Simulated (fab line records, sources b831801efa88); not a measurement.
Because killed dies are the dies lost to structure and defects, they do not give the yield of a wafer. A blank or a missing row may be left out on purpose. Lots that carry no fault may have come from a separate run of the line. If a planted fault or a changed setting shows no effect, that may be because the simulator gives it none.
Which tool is to blame? -- flow gf180mcu -- 14 lots, 42 wafers sampled, at 3 steps of a route of 602

== WHAT THE GAUGES SHOWED, per wafer ==
GF_M2_CD_MEAS_14: the cd target is 280 nm.
lot,measured,on,cd-nm (nm)
L354,day 18 21:40,cd-sem-02,277.6 277.4 278.5
L355,day 19 13:15,cd-sem-01,280.2 281.1 281.9
L357,day 20 02:48,cd-sem-01,278.7 280.5 279.5
L358,day 20 18:59,cd-sem-01,280.7 281.0 280.8
L359,day 21 01:23,cd-sem-02,278.6 281.5 280.8
L361,day 22 03:31,cd-sem-01,280.6 281.2 280.1
L362,day 22 03:57,cd-sem-01,280.6 280.7 279.6
L363,day 22 10:56,cd-sem-01,278.2 277.9 277.9
L364,day 23 01:05,cd-sem-01,280.2 281.0 279.7
L365,day 23 10:17,cd-sem-01,282.3 281.9 280.3
L366,day 23 18:05,cd-sem-02,279.7 279.0 279.3
L373,day 25 21:52,cd-sem-01,265.8 243.9 274.6
L375,day 26 13:06,cd-sem-01,256.9 247.3 254.3
L377,day 27 03:53,cd-sem-02,282.5 282.8 283.2

== WHICH TOOL RAN EACH LOT (tool, then ch and the chambers of the sampled wafers, then the start) ==
lot,GF_V1_SPUTTER_21,GF_M2_EXPOSE_11
L354,"pvd-sputter-03, day 17 20:59","krf-scanner-01 ch 0, day 18 09:32"
L355,"pvd-sputter-03, day 18 11:42","krf-scanner-02 ch 0, day 19 01:13"
L357,"pvd-sputter-03, day 19 01:45","krf-scanner-01 ch 0, day 19 15:02"
L358,"pvd-sputter-03, day 19 18:25","krf-scanner-02 ch 0, day 20 07:16"
L359,"pvd-sputter-02, day 20 00:45","krf-scanner-02 ch 0, day 20 13:12"
L361,"pvd-sputter-02, day 21 02:32","krf-scanner-02 ch 0, day 21 15:30"
L362,"pvd-sputter-01, day 21 04:05","krf-scanner-01 ch 0, day 21 16:26"
L363,"pvd-sputter-03, day 21 10:49","krf-scanner-02 ch 0, day 21 23:35"
L364,"pvd-sputter-03, day 22 00:24","krf-scanner-02 ch 0, day 22 13:18"
L365,"pvd-sputter-03, day 22 09:35","krf-scanner-02 ch 0, day 22 22:43"
L366,"pvd-sputter-03, day 22 18:02","krf-scanner-02 ch 0, day 23 06:34"
L373,"pvd-sputter-03, day 24 23:24","krf-scanner-02 ch 0, day 25 11:06"
L375,"pvd-sputter-02, day 25 15:05","krf-scanner-02 ch 0, day 26 03:09"
L377,"pvd-sputter-03, day 26 06:43","krf-scanner-01 ch 0, day 26 18:00"
- GF_V1_SPUTTER_21: material Ti, target thk 15 nm, time 80.02 s.
- GF_M2_EXPOSE_11: exposes mask Metal2, target cd 280 nm.

== AS READ BY THE TOOLS THEMSELVES (means over the sampled wafers that have a number; for cases with no such wafer, the mark the record gives instead) ==
GF_V1_SPUTTER_21.
lot,tool,throttle-valve-pct (%)
L354,pvd-sputter-03,30.0
L355,pvd-sputter-03,30.1
L357,pvd-sputter-03,30.2
L358,pvd-sputter-03,31.4
L359,pvd-sputter-02,30.1
L361,pvd-sputter-02,30.4
L362,pvd-sputter-01,29.2
L363,pvd-sputter-03,30.2
L364,pvd-sputter-03,29.4
L365,pvd-sputter-03,29.7
L366,pvd-sputter-03,29.6
L373,pvd-sputter-03,29.5
L375,pvd-sputter-02,30.2
L377,pvd-sputter-03,30.0

GF_M2_EXPOSE_11.
lot,tool,exposure-dose-mJ-cm2
L354,krf-scanner-01,28.352
L355,krf-scanner-02,28.363
L357,krf-scanner-01,28.315
L358,krf-scanner-02,28.344
L359,krf-scanner-02,28.364
L361,krf-scanner-02,28.349
L362,krf-scanner-01,28.376
L363,krf-scanner-02,28.375
L364,krf-scanner-02,28.363
L365,krf-scanner-02,28.317
L366,krf-scanner-02,28.305
L373,krf-scanner-02,27.289
L375,krf-scanner-02,26.481
L377,krf-scanner-01,28.374

== THE ANSWER, worked out from the rows above alone ==
Rule: what is usual is taken from the lots themselves. The widest of any qualifying gaps counts: lots, ordered by their means at a reading, are off when they make up no more than a third of the lots, leave a main group of 4 or more, and stand apart from it by 3 or more times the standard deviation of that group's means. A main group is skipped when, at the precision printed for the reading in the tables above, its means are all equal. A lot without any number at a reading at which 4 lots or more have one is off too. Any other lot the step has rows for is counted as sound. First the gauges in route order, then the tools' own readings, where a lot's mean is used as printed above. The first step at which some lot is off is used, and at that step the reading that is off furthest; a lot without a number counts as furthest.
Off: L373, L375, at GF_M2_CD_MEAS_14 (cd-nm). Main group: mean 280.2 nm, sd 1.3.
A tool fits if, at a process step before that reading, it ran every lot that is off, and no sound lot after the first of them. The gauges at GF_M2_CD_MEAS_14 aren't tried: what is off there is off at GF_M2_EXPOSE_11 too, on other tools, and a gauge's error can't cause that. One fits: krf-scanner-02 at GF_M2_EXPOSE_11. Its last sound lot is L366 (day 23 06:34), its first lot that is off L373 (day 25 11:06): a fault that began between those two fits.
The tool's own readings at GF_M2_EXPOSE_11 bear it out: on the lots that are off they differ by more than 5 times the standard deviation of the sound lots' means. exposure-dose-mJ-cm2 reads 26.885 there against 28.350 on the sound lots.

== WHAT THE SIMULATOR PUT IN ==
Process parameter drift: krf-scanner-02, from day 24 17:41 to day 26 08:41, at GF_M2_EXPOSE_11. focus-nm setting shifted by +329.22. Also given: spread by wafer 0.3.
Struck lots among those shown: L373, L375. The rule above reached the same finding.
